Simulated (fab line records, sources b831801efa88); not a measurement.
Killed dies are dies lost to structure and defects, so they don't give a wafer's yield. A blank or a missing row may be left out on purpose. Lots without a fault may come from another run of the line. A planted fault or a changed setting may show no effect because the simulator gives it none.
fab line records | flow sky130
record lots=12 wafers=34 last_day=50
route steps=708 shown SPACER@305 SD_P@330 LI_CONTACT@364 PAD_OPEN@708
lots that met no fault: from a run of the same line without faults
start_h: hours from the record's first day to the start of the lot's first wafer shown | wait_h: hours since the lot's step before | " the same as in the row above | L1.1+2: a row that stands for several wafers | - no value, or no start given | * or withheld: withheld | < > ~ a bound
route shown NAME@n: a module of which the file shows steps, and the number in the route of the first | usual: mean/standard deviation of fault-free wafers | same: alike in all rows | chamber/n: place in a boat | sites: the reading at each site | _std_site: their standard deviation | _edge_site: outer sites' mean less inner sites' | radius_mm: how far each site lies from the wafer's centre | mask NAME#n: copy n | behind: the tool/chamber that last shaped the wafer | hold: why the lot was held/for how many hours/how that ended | device: the transistor (n, p or np) that didn't switch | end of line: the same wafers' tests at the end of the route | a step without rows: its recipe alone | killed: dies lost to structure and defects at the first sort, not the wafer's yield | map: a wafer's dies, x killed, . not, _ none there
set.NAME: the setting as run; set.NAME@STEP: as run at that earlier step | model.NAME: the simulator's own value behind a step, which no gauge read
steps of the route over a sample of lots; a table a step, a row a wafer
services: from which hour (start_h, from the record's first day; less than 0 if before it) a tool's chamber was out of use, for how many hours, and why
## steps
# step SKY_SPACER_THK_MEAS_01
# recipe reads=Si3N4_of_SPACER_CVD_00
# usual SPACER_CVD_00_THK=43.3/0.36
# columns lot.wafer tool chamber start_h wait_h SPACER_CVD_00_THK[nm]
L998.1 film_metro-02 - 543.29 0.0 43.0
L998.3 " - " " 42.8
L998.5 " - " " 43.0
L103.1 film_metro-01 - 589.45 0.0 43.4
L103.3 " - " " 43.7
L104.1 film_metro-03 - 594.72 0.0 43.2
L104.3 " - " " 43.4
L104.6 " - " " 43.5
L105.1 film_metro-03 - 606.69 0.0 43.8
L105.6 " - " " 43.6
L110.1 film_metro-03 - 647.00 0.0 43.9
L110.3 " - " " 43.6
L110.5 " - " " 43.8
L112.1 film_metro-01 - 671.27 0.0 43.9
L112.3 " - " " 43.7
L112.4 " - " " 43.7
L113.1 film_metro-02 - 675.47 0.0 43.1
L113.2 " - " " 43.3
L113.3 " - " " 44.0
L114.2 film_metro-01 - 689.85 0.0 42.9
L114.3 " - " " 42.7
L114.4 " - " " 42.9
L115.1 film_metro-02 - 692.49 0.0 42.9
L115.2 " - " " 43.0
L115.5 " - " " 43.0
L116.1 film_metro-02 - 700.28 0.0 42.7
L116.3 " - " " 43.4
L116.5 " - " " 43.2
L117.3 film_metro-01 - 706.06 0.0 42.9
L117.4 " - " " 42.8
L117.6 " - " " 43.0
L118.2 film_metro-02 - 715.78 0.0 43.7
L118.3 " - " " 43.6
L118.5 " - " " 43.6
# step SKY_SD_P_STRIP_10
# recipe chemistry=O2/N2 power_w=1400 pressure_mtorr=1500 platen_temp_c=withheld o2_flow_sccm=3000 n2_flow_sccm=300 overash_fraction=0.5
# usual drypump_motor_current_A=5.5/0.45 oes_product_au=0.618/0.0044 strip_time_to_endpoint_s=17.50/0.033
# columns lot.wafer tool chamber start_h wait_h drypump_motor_current_A oes_product_au rf_hours_counter_h strip_time_to_endpoint_s
L998.1 plasma_asher-03 0 601.89 0.1 5.0 0.622 78 17.49
L998.3 " 0 " " 5.1 0.625 - 17.48
L998.5 " 0 " " 5.0 0.611 - 17.50
L103.1 plasma_asher-03 1 647.72 0.1 5.1 0.621 82 17.45
L103.3 " 1 " " 5.1 0.616 - 17.37
L104.1 plasma_asher-04 0 653.29 0.1 6.0 0.613 90 17.50
L104.3 " 0 " " 6.0 0.622 - 17.53
L104.6 " 0 " " 6.0 0.621 - 17.45
L105.1 plasma_asher-03 0 665.52 0.1 5.0 0.618 84 17.49
L105.6 " 1 " " 5.1 0.613 - 17.52
L110.1 plasma_asher-02 0 703.09 0.1 6.2 0.615 58 17.45
L110.3 " 1 " " 5.2 0.618 - 17.50
L110.5 " 1 " " 5.2 0.612 - 17.52
L112.1 plasma_asher-04 1 726.82 0.1 5.5 0.619 97 17.52
L112.3 " 1 " " 5.5 0.617 - 17.51
L112.4 " 0 " " 6.0 0.613 - 17.51
L113.1 plasma_asher-03 1 730.02 0.1 5.1 0.623 90 17.48
L113.2 " 0 " " 5.1 0.614 90 17.51
L113.3 " 0 " " 5.1 0.609 - 17.50
L114.2 plasma_asher-02 1 745.69 0.1 5.2 0.610 63 17.50
L114.3 " 0 " " 6.2 0.622 - 17.48
L114.4 " 1 " " 5.2 0.618 - 17.53
L115.1 plasma_asher-04 0 748.64 0.1 6.0 0.615 1 17.46
L115.2 " 1 " " 5.5 0.617 1 17.49
L115.5 " 0 " " 6.0 0.620 - 17.48
L116.1 plasma_asher-03 0 755.67 0.1 5.1 0.615 93 17.53
L116.3 " 0 " " 5.0 0.615 - 17.53
L116.5 " 0 " " 5.0 0.631 - 17.52
L117.3 plasma_asher-02 1 761.27 0.1 5.2 0.611 - 17.50
L117.4 " 0 " " 6.3 0.622 - 17.52
L117.6 " 0 " " 6.3 0.615 - 17.47
L118.2 plasma_asher-04 0 770.49 0.1 6.0 0.624 3 17.45
L118.3 " 0 " " 6.0 0.619 - 17.53
L118.5 " 1 " " 5.5 0.617 - 17.45
# step SKY_LI_CONTACT_CMP_02
# recipe material=PSG down_force_psi=4 platen_rpm=60 pad_velocity_m_s=0.94248
# usual motor_current_A=11.0/1 time_to_endpoint_s=33.6/2.6
# columns lot.wafer tool chamber start_h wait_h motor_current_A time_to_endpoint_s
L998.3 cmp-02 0 660.95 0.0 10.7 29.3
L998.1 " 2 " " 9.8 32.7
L998.5 " 1 " " 12.8 31.3
L103.1 cmp-01 2 705.11 0.1 10.5 25.9
L103.3 " 0 " " 10.2 30.2
L104.3 cmp-01 1 710.67 0.1 13.3 28.7
L104.1 " 2 " " 11.1 25.7
L104.6 " 1 " " 12.3 35.1
L105.1 cmp-01 0 723.10 0.1 10.0 35.3
L105.6 " 3 " " 10.3 35.1
L110.3 cmp-02 3 758.55 0.1 10.6 32.1
L110.1 " 1 " " 11.2 31.9
L110.5 " 2 " " 9.7 36.2
L112.4 cmp-02 2 780.70 0.0 10.2 39.1
L112.1 " 3 " " 10.6 31.9
L112.3 " 0 " " 10.7 36.6
L113.1 cmp-02 0 785.56 0.1 10.5 33.9
L113.3 " 2 " " 10.1 38.1
L113.2 " 3 " " 10.1 34.1
L114.2 cmp-01 2 799.75 0.1 11.4 30.0
L114.4 " 3 " " 11.3 30.4
L114.3 " 0 " " 10.3 34.8
L115.2 cmp-02 2 804.17 0.0 9.8 33.4
L115.1 " 1 " " 12.7 36.5
L115.5 " 2 " " 9.4 35.0
L116.3 cmp-01 3 810.61 0.0 11.3 33.0
L116.1 " 1 " " 13.2 34.5
L116.5 " 3 " " 10.8 32.2
L117.3 cmp-02 2 815.15 0.0 10.4 38.3
L117.4 " 3 " " 11.5 33.8
L117.6 " 2 " " 9.3 36.5
L118.2 cmp-02 3 823.96 0.1 10.4 34.0
L118.3 " 0 " " 10.0 29.9
L118.5 " 2 " " 9.8 33.0
# step SKY_LI_CONTACT_BOW_MEAS_03
# recipe mode=bow
# usual LI_CONTACT_BOW=55/6.5
# columns lot.wafer tool chamber start_h wait_h hold LI_CONTACT_BOW[um]
L998.1 film_metro-02 - 661.25 0.1 - 49
L998.3 " - " " - 45
L998.5 " - " " - 58
L103.1 film_metro-02 - 705.36 0.2 await_dispo/0.2h/release 69
L103.3 " - " " await_dispo/0.2h/release 59
L103.1 film_metro-02 - 705.65 0.3 - -
L103.3 " - " " - -
L104.1 film_metro-01 - 710.92 0.1 await_dispo/0.2h/release 58
L104.3 " - " " await_dispo/0.2h/release 62
L104.6 " - " " await_dispo/0.2h/release 60
L104.1 film_metro-01 - 711.21 0.3 - -
L104.3 " - " " - -
L104.6 " - " " - -
L105.1 film_metro-04 - 723.35 0.2 await_dispo/0.2h/release 50
L105.6 " - " " await_dispo/0.2h/release 54
L105.1 film_metro-04 - 723.64 0.3 - -
L105.6 " - " " - -
L110.1 film_metro-01 - 758.80 0.1 - 64
L110.3 " - " " - 56
L110.5 " - " " - 68
L112.1 film_metro-01 - 781.00 0.2 - 58
L112.3 " - " " - 59
L112.4 " - " " - 48
L113.1 film_metro-02 - 785.86 0.2 - 58
L113.2 " - " " - 59
L113.3 " - " " - 51
L114.2 film_metro-02 - 800.02 0.2 - 51
L114.3 " - " " - 56
L114.4 " - " " - 54
L115.1 film_metro-04 - 804.47 0.1 - 54
L115.2 " - " " - 47
L115.5 " - " " - 57
L116.1 film_metro-01 - 810.91 0.1 - 51
L116.3 " - " " - 60
L116.5 " - " " - 51
L117.3 film_metro-02 - 815.49 0.3 - 54
L117.4 " - " " - 65
L117.6 " - " " - 52
L118.2 film_metro-04 - 824.18 0.2 - 56
L118.3 " - " " - 35
L118.5 " - " " - 48
# step SKY_LI_CONTACT_CD_MEAS_12
# recipe target_cd_nm=170
# usual cd_nm=169.5/1.6
# columns lot.wafer tool chamber start_h wait_h cd_nm
L998.1 cd_sem-02 - 689.52 - 165.3
L998.3 " - " " 165.7
L998.5 " - " " 167.1
L103.1 cd_sem-01 - 732.72 - 168.3
L103.3 " - " " 167.6
L104.1 cd_sem-02 - 737.72 - 170.9
L104.3 " - " " 172.9
L104.6 " - " " 171.7
L105.1 cd_sem-02 - 750.47 - 169.7
L105.6 " - " " 169.4
L110.1 cd_sem-02 - 785.81 - 168.2
L110.3 " - " " 169.7
L110.5 " - " " 168.0
L112.1 cd_sem-02 - 807.82 - 167.3
L112.3 " - " " 168.0
L112.4 " - " " 167.5
L113.1 cd_sem-02 - 812.27 - 168.4
L113.2 " - " " 170.0
L113.3 " - " " 170.8
L114.2 cd_sem-01 - 826.93 - 167.5
L114.3 " - " " 168.5
L114.4 " - " " 168.3
L115.1 cd_sem-02 - 831.81 - 170.6
L115.2 " - " " 170.5
L115.5 " - " " 171.2
L116.1 cd_sem-02 - 837.51 - 170.4
L116.3 " - " " 170.7
L116.5 " - " " 169.4
L117.3 cd_sem-02 - 842.31 - 170.3
L117.4 " - " " 169.1
L117.6 " - " " 171.8
L118.2 cd_sem-02 - 850.54 - 169.7
L118.3 " - " " 168.9
L118.5 " - " " 169.4
# step SKY_LI_CONTACT_ETCH_15
# recipe target=PSG chemistry=C4F8/O2/Ar stop_on=Si taper_deg=4.15 mask_material=KrF-thick source_w=1500 bias_w=1200 pressure_mtorr=40 c4f8_flow_sccm=withheld O2_flow_sccm=6 Ar_flow_sccm=300 time_s=withheld target_depth_a=6000
# usual oes_product_au=0.837/0.005
# columns lot.wafer tool chamber start_h wait_h oes_product_au
L998.1 rie_diel-02 1 689.72 0.0 0.836
L998.3 " 2 " " 0.837
L998.5 " 1 " " 0.838
L103.1 rie_diel-02 1 732.92 0.0 0.885
L103.3 " 2 " " 0.886
L104.1 rie_diel-03 0 737.92 0.0 0.872
L104.3 " 1 " " 0.875
L104.6 " 3 " " 0.832
L105.1 rie_diel-02 3 750.67 0.0 0.886
L105.6 " 3 " " 0.842
L110.1 rie_diel-04 2 786.01 0.0 0.841
L110.3 " 1 " " 0.832
L110.5 " 0 " " 0.843
L112.1 rie_diel-03 0 808.02 0.0 0.832
L112.3 " 3 " " 0.834
L112.4 " 2 " " 0.836
L113.1 rie_diel-02 3 812.47 0.0 0.843
L113.2 " 2 " " 0.844
L113.3 " 0 " " 0.835
L114.2 rie_diel-04 0 827.11 0.0 0.842
L114.3 " 1 " " 0.848
L114.4 " 2 " " 0.846
L115.1 rie_diel-04 3 832.01 0.0 0.841
L115.2 " 0 " " 0.842
L115.5 " 3 " " 0.841
L116.1 rie_diel-03 2 837.71 0.0 0.850
L116.3 " 3 " " 0.846
L116.5 " 1 " " 0.831
L117.3 rie_diel-03 3 842.47 0.0 0.840
L117.4 " 1 " " 0.832
L117.6 " 3 " " 0.834
L118.2 rie_diel-02 0 850.72 0.0 0.844
L118.3 " 1 " " 0.837
L118.5 " 3 " " 0.839
# step SKY_PAD_OPEN_PROBE_99
# usual killed_at_M0_to_M3=44/7.5 killed_at_M4_up=3.2/1.9 killed_at_contacts=23/4.7 killed_at_front_end=15/4.7 killed_at_other=0.4/0.66 killed_dies=87/9.3 killed_open=47/7.2 killed_short=39/6.5
# same gross_dies=492 killed_at_back_side=0
# columns lot.wafer tool chamber start_h wait_h killed_at_M0_to_M3 killed_at_M4_up killed_at_contacts killed_at_front_end killed_at_other killed_dies killed_open killed_short
L998.1 prober-02 - 1086.04 0.1 48 2 23 11 0 84 44 40
L998.3 prober-02 - 1086.14 0.2 47 1 23 25 1 97 55 42
L998.5 prober-02 - 1086.24 0.2 36 5 20 12 1 74 42 32
L103.1 prober-01 - 1115.89 0.1 40 3 22 16 0 81 52 29
L103.3 prober-01 - 1115.99 0.2 48 2 23 19 0 92 46 46
L104.1 prober-02 - 1131.00 0.1 55 2 32 12 3 104 60 40
L104.3 prober-02 - 1131.10 0.2 42 3 24 7 0 76 35 41
L104.6 prober-02 - 1131.25 0.2 47 5 27 11 2 92 47 43
L105.6 prober-01 - 1132.75 0.2 45 4 23 14 1 87 45 41
L110.1 prober-02 - 1154.80 0.1 54 3 24 14 0 95 54 41
L110.3 prober-02 - 1154.90 0.2 47 0 25 12 0 84 42 41
L110.5 prober-02 - 1155.00 0.2 41 3 22 10 1 77 47 29
L113.1 prober-02 - 1173.48 0.1 41 4 33 19 1 98 53 45
L113.2 prober-02 - 1173.53 0.1 34 3 17 18 3 75 38 34
L113.3 prober-02 - 1173.58 0.2 47 4 27 27 1 106 68 36
L112.1 prober-01 - 1174.36 0.1 52 4 23 11 1 91 38 51
L112.3 prober-01 - 1174.46 0.2 52 3 23 17 1 96 47 49
L112.4 prober-01 - 1174.51 0.2 42 3 27 13 2 87 46 41
L114.2 prober-02 - 1180.65 0.1 44 5 20 12 0 81 49 32
L114.3 prober-02 - 1180.70 0.2 53 1 30 26 0 110 59 51
L114.4 prober-02 - 1180.75 0.2 46 4 23 26 1 100 52 48
L115.1 prober-01 - 1185.39 0.1 44 3 31 12 0 90 44 45
L115.2 prober-01 - 1185.44 0.1 46 4 21 19 0 90 51 37
L115.5 prober-01 - 1185.59 0.2 29 3 29 14 0 75 42 32
L116.1 prober-02 - 1189.95 0.1 47 6 24 14 0 91 49 42
L116.3 prober-02 - 1190.05 0.2 45 4 24 16 0 89 47 40
L116.5 prober-02 - 1190.15 0.2 42 5 21 17 0 85 40 45
L117.3 prober-01 - 1191.43 0.2 50 0 17 12 0 79 49 30
L117.4 prober-01 - 1191.48 0.2 40 8 21 26 0 95 48 47
L117.6 prober-01 - 1191.58 0.2 52 3 31 15 0 101 54 47
L118.2 prober-01 - 1201.24 0.1 44 2 25 9 1 81 44 37
L118.3 prober-01 - 1201.29 0.2 43 3 26 24 0 96 51 45
L118.5 prober-01 - 1201.39 0.2 39 7 11 16 0 73 37 34
# killed by level:class
L998.1 METAL1:geometric_particle:short=8 CONTACT:geometric_particle:short=8 VIA1:geometric_particle:open=8 LI_CONTACT:geometric_particle:open=6 METAL3:geometric_particle:short=6 CONTACT:geometric_particle:open=6 VIA2:geometric_particle:short=5 VIA3:geometric_particle:open=5
L998.3 METAL1:geometric_particle:short=9 VIA2:geometric_particle:open=8 LI_CONTACT:geometric_particle:open=8 VIA1:geometric_particle:open=8 FIELD_ISO:geometric_particle:open=6 VIA3:geometric_particle:open=6 POLY_GATE:geometric_particle:open=5 CONTACT:geometric_particle:open=5
L998.5 VIA2:geometric_particle:open=10 CONTACT:geometric_particle:open=7 METAL2:geometric_particle:short=6 METAL1:geometric_particle:short=4 LI_CONTACT:geometric_particle:open=4 CONTACT:geometric_particle:short=4 VIA1:geometric_particle:short=4 VIA1:geometric_particle:open=4
L103.1 LI_CONTACT:geometric_particle:open=10 VIA1:geometric_particle:open=9 CONTACT:geometric_particle:open=7 METAL1:geometric_particle:short=6 VIA3:geometric_particle:open=5 METAL1:geometric_particle:open=4 METAL2:geometric_particle:short=4 FIELD_ISO:geometric_particle:open=3
L103.3 METAL2:geometric_particle:short=8 METAL1:geometric_particle:short=7 LI_CONTACT:geometric_particle:open=7 CONTACT:geometric_particle:open=7 VIA1:geometric_particle:open=7 FIELD_ISO:geometric_particle:open=5 METAL3:geometric_particle:short=5 VIA2:geometric_particle:short=4
L104.1 VIA1:geometric_particle:open=15 CONTACT:geometric_particle:open=10 LI_CONTACT:geometric_particle:open=8 VIA3:geometric_particle:open=8 CONTACT:geometric_particle:short=8 VIA2:geometric_particle:open=8 METAL1:geometric_particle:short=5 METAL2:geometric_particle:short=5
L104.3 VIA1:geometric_particle:open=10 LI_CONTACT:geometric_particle:open=8 VIA1:geometric_particle:short=7 CONTACT:geometric_particle:open=6 METAL3:geometric_particle:short=5 CONTACT:geometric_particle:short=4 FIELD_ISO:geometric_particle:short=3 LI_CONTACT:geometric_particle:short=3
L104.6 VIA1:geometric_particle:open=13 LI_CONTACT:geometric_particle:open=9 CONTACT:geometric_particle:short=6 VIA3:geometric_particle:open=6 VIA2:geometric_particle:open=5 LI_CONTACT:geometric_particle:short=5 CONTACT:geometric_particle:open=5 METAL2:geometric_particle:short=5
L105.6 VIA1:geometric_particle:open=10 CONTACT:geometric_particle:open=9 METAL1:geometric_particle:short=8 LI_CONTACT:geometric_particle:open=6 METAL2:geometric_particle:short=6 VIA3:geometric_particle:open=6 POLY_GATE:geometric_particle:open=4 CONTACT:geometric_particle:short=4
L110.1 CONTACT:geometric_particle:open=10 VIA1:geometric_particle:open=10 VIA2:geometric_particle:open=7 LI_CONTACT:geometric_particle:open=6 VIA3:geometric_particle:open=6 VIA3:geometric_particle:short=6 POLY_GATE:geometric_particle:short=4 CONTACT:geometric_particle:short=4
L110.3 VIA1:geometric_particle:open=13 METAL2:geometric_particle:short=9 CONTACT:geometric_particle:short=8 METAL1:geometric_particle:short=7 LI_CONTACT:geometric_particle:open=6 CONTACT:geometric_particle:open=6 VIA3:geometric_particle:open=4 LOCAL_INTERCONNECT:geometric_particle:short=4
L110.5 VIA1:geometric_particle:open=13 VIA3:geometric_particle:open=9 CONTACT:geometric_particle:open=8 VIA2:geometric_particle:open=5 LI_CONTACT:geometric_particle:short=4 CONTACT:geometric_particle:short=4 METAL2:geometric_particle:short=4 FIELD_ISO:geometric_particle:open=3
L113.1 CONTACT:geometric_particle:open=10 LI_CONTACT:geometric_particle:open=9 VIA3:geometric_particle:open=9 LI_CONTACT:geometric_particle:short=6 CONTACT:geometric_particle:short=6 METAL2:geometric_particle:short=6 VIA2:geometric_particle:open=6 POLY_GATE:geometric_particle:open=5
L113.2 FIELD_ISO:geometric_particle:short=7 FIELD_ISO:geometric_particle:open=7 LI_CONTACT:geometric_particle:open=6 VIA2:geometric_particle:open=6 CONTACT:geometric_particle:open=5 METAL2:geometric_particle:short=5 METAL1:geometric_particle:short=4 VIA3:geometric_particle:short=4
L113.3 VIA3:geometric_particle:open=11 CONTACT:geometric_particle:open=10 LI_CONTACT:geometric_particle:open=9 VIA2:geometric_particle:open=9 METAL1:geometric_particle:short=8 FIELD_ISO:geometric_particle:open=7 VIA1:geometric_particle:open=7 POLY_GATE:geometric_particle:open=5
L112.1 METAL2:geometric_particle:short=9 METAL1:geometric_particle:short=8 VIA1:geometric_particle:open=8 CONTACT:geometric_particle:open=8 VIA2:geometric_particle:open=7 CONTACT:geometric_particle:short=6 VIA2:geometric_particle:short=6 POLY_GATE:geometric_particle:short=4
L112.3 VIA1:geometric_particle:open=12 VIA2:geometric_particle:open=8 CONTACT:geometric_particle:short=7 VIA2:geometric_particle:short=7 CONTACT:geometric_particle:open=7 METAL2:geometric_particle:short=7 METAL1:geometric_particle:short=5 POLY_GATE:geometric_particle:short=4
L112.4 LI_CONTACT:geometric_particle:open=9 CONTACT:geometric_particle:open=8 VIA3:geometric_particle:open=8 VIA1:geometric_particle:open=7 VIA1:geometric_particle:short=7 POLY_GATE:geometric_particle:open=5 LOCAL_INTERCONNECT:geometric_particle:short=5 VIA3:geometric_particle:short=5
L114.2 VIA1:geometric_particle:open=11 VIA2:geometric_particle:open=9 METAL3:geometric_particle:short=8 CONTACT:geometric_particle:open=7 VIA3:geometric_particle:open=6 LI_CONTACT:geometric_particle:open=5 POLY_GATE:geometric_particle:open=4 POLY_GATE:geometric_particle:short=3
L114.3 VIA1:geometric_particle:open=15 FIELD_ISO:geometric_particle:short=11 VIA3:geometric_particle:open=11 LI_CONTACT:geometric_particle:open=10 LOCAL_INTERCONNECT:geometric_particle:short=7 POLY_GATE:geometric_particle:short=6 CONTACT:geometric_particle:open=5 VIA1:geometric_particle:short=5
L114.4 VIA3:geometric_particle:open=11 CONTACT:geometric_particle:open=8 POLY_GATE:geometric_particle:open=6 LI_CONTACT:geometric_particle:open=6 METAL1:geometric_particle:short=6 VIA1:geometric_particle:open=6 POLY_GATE:geometric_particle:short=5 LOCAL_INTERCONNECT:geometric_particle:short=5
L115.1 VIA1:geometric_particle:open=10 LI_CONTACT:geometric_particle:open=8 CONTACT:geometric_particle:open=7 VIA1:geometric_particle:short=7 CONTACT:geometric_particle:short=6 LOCAL_INTERCONNECT:geometric_particle:short=6 METAL2:geometric_particle:short=6 VIA3:geometric_particle:open=6
L115.2 LI_CONTACT:geometric_particle:open=9 VIA1:geometric_particle:open=9 VIA2:geometric_particle:open=9 POLY_GATE:geometric_particle:open=7 METAL2:geometric_particle:short=6 CONTACT:geometric_particle:open=6 METAL1:geometric_particle:short=5 VIA1:geometric_particle:short=4
L115.5 LI_CONTACT:geometric_particle:open=9 CONTACT:geometric_particle:open=8 VIA1:geometric_particle:open=7 VIA2:geometric_particle:open=6 LI_CONTACT:geometric_particle:short=5 FIELD_ISO:geometric_particle:short=4 METAL1:geometric_particle:short=4 VIA1:geometric_particle:short=4
L116.1 CONTACT:geometric_particle:open=11 METAL2:geometric_particle:short=10 VIA3:geometric_particle:open=8 CONTACT:geometric_particle:short=7 VIA1:geometric_particle:open=7 VIA2:geometric_particle:open=6 FIELD_ISO:geometric_particle:open=5 VIA1:geometric_particle:short=5
L116.3 VIA1:geometric_particle:open=12 LI_CONTACT:geometric_particle:open=8 METAL2:geometric_particle:short=8 CONTACT:geometric_particle:open=7 VIA2:geometric_particle:open=5 POLY_GATE:geometric_particle:short=4 POLY_GATE:geometric_particle:open=4 METAL1:geometric_particle:short=4
L116.5 CONTACT:geometric_particle:open=8 METAL1:geometric_particle:short=7 FIELD_ISO:geometric_particle:short=6 VIA1:geometric_particle:open=6 VIA2:geometric_particle:open=6 FIELD_ISO:geometric_particle:open=5 METAL2:geometric_particle:short=5 VIA3:geometric_particle:open=5
L117.3 VIA3:geometric_particle:open=9 VIA2:geometric_particle:open=9 CONTACT:geometric_particle:open=8 VIA1:geometric_particle:open=8 FIELD_ISO:geometric_particle:open=5 METAL1:geometric_particle:short=5 METAL3:geometric_particle:short=5 FIELD_ISO:geometric_particle:short=4
L117.4 FIELD_ISO:geometric_particle:short=14 METAL2:geometric_particle:short=9 LI_CONTACT:geometric_particle:open=7 VIA2:geometric_particle:open=7 FIELD_ISO:geometric_particle:open=5 VIA1:geometric_particle:open=5 VIA3:geometric_particle:open=5 POLY_GATE:geometric_particle:open=4
L117.6 VIA1:geometric_particle:open=12 LI_CONTACT:geometric_particle:open=9 VIA3:geometric_particle:open=9 CONTACT:geometric_particle:open=8 LOCAL_INTERCONNECT:geometric_particle:short=7 VIA1:geometric_particle:short=5 FIELD_ISO:geometric_particle:short=5 VIA2:geometric_particle:open=5
L118.2 CONTACT:geometric_particle:open=13 VIA1:geometric_particle:open=12 METAL2:geometric_particle:short=11 CONTACT:geometric_particle:short=6 VIA3:geometric_particle:open=6 POLY_GATE:geometric_particle:open=4 METAL1:geometric_particle:short=4 LI_CONTACT:geometric_particle:open=3
L118.3 CONTACT:geometric_particle:open=12 VIA1:geometric_particle:open=10 POLY_GATE:geometric_particle:open=7 LOCAL_INTERCONNECT:geometric_particle:short=7 METAL2:geometric_particle:short=7 FIELD_ISO:geometric_particle:short=6 VIA1:geometric_particle:short=6 POLY_GATE:geometric_particle:short=5
L118.5 VIA1:geometric_particle:open=11 METAL2:geometric_particle:short=8 POLY_GATE:geometric_particle:open=7 POLY_GATE:geometric_particle:short=6 METAL1:geometric_particle:short=4 VIA2:geometric_particle:open=4 CONTACT:geometric_particle:open=3 CONTACT:geometric_particle:short=3
## services
# columns tool chamber start_h hours kind
rie_diel-02 - 590.82 1.0 repair
plasma_asher-04 - 599.43 2.8 pm
rie_diel-02 0 600.40 10.4 repair
cmp-01 - 610.99 0.3 repair
plasma_asher-03 - 630.73 1.2 repair
rie_diel-03 0 630.74 8.1 repair
cmp-01 - 635.97 0.4 repair
rie_diel-03 2 677.98 25.7 repair
plasma_asher-04 - 682.13 2.8 repair
cmp-02 - 693.61 1.4 repair
cmp-01 - 696.99 0.6 repair
plasma_asher-03 - 712.82 2.8 pm
rie_diel-03 1 718.14 9.3 repair
cmp-01 - 726.60 5.5 pm
rie_diel-02 - 730.96 0.3 repair
rie_diel-03 - 731.23 0.6 repair
plasma_asher-04 - 733.75 9.0 pm
cmp-02 - 744.00 4.0 pm
rie_diel-02 0 754.52 12.3 repair
cmp-02 - 793.30 0.3 repair
cmp-01 - 819.73 0.9 repair
cmp-02 - 822.34 0.8 repair
cmp-01 - 831.29 63.6 repair
cmp-01 - 841.77 2.3 repair
## key
first_sign step=SKY_LI_CONTACT_CMP_02 reading=time_to_endpoint_s direction=down sigmas=1.7 usual=* struck=*
effect step=SKY_LI_CONTACT_BOW_MEAS_03 reading=visit direction=added
effect step=SKY_LI_CONTACT_ETCH_15 reading=oes_product_au direction=up sigmas=8.8 usual=0.837 struck=0.881
met_at SKY_LI_CONTACT_CMP_02
struck_lots L103,L104,L105
struck_wafers L103.1,L103.3,L104.1,L104.3,L105.1
tester_left_out L103,L104,L105
not_acting_at SKY_SPACER_THK_MEAS_01,SKY_SD_P_STRIP_10,SKY_LI_CONTACT_CD_MEAS_12
fault kind=process_parameter_drift tool=cmp-01 chamber=- onset_h=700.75 steps=SKY_LI_CONTACT_CMP_02 channel=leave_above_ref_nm offset=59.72 shape=step end_h=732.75 scope=struck_wafers_only acts_in=these_recipes_only stated=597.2
# tester_left_out: of these lots the tester's yield and bins aren't shown, on N5 and GAA mostly nor the transistor test; their killed dies are dies lost to structure and defects alone, not to doping, threshold or leakage, so they don't give the yield
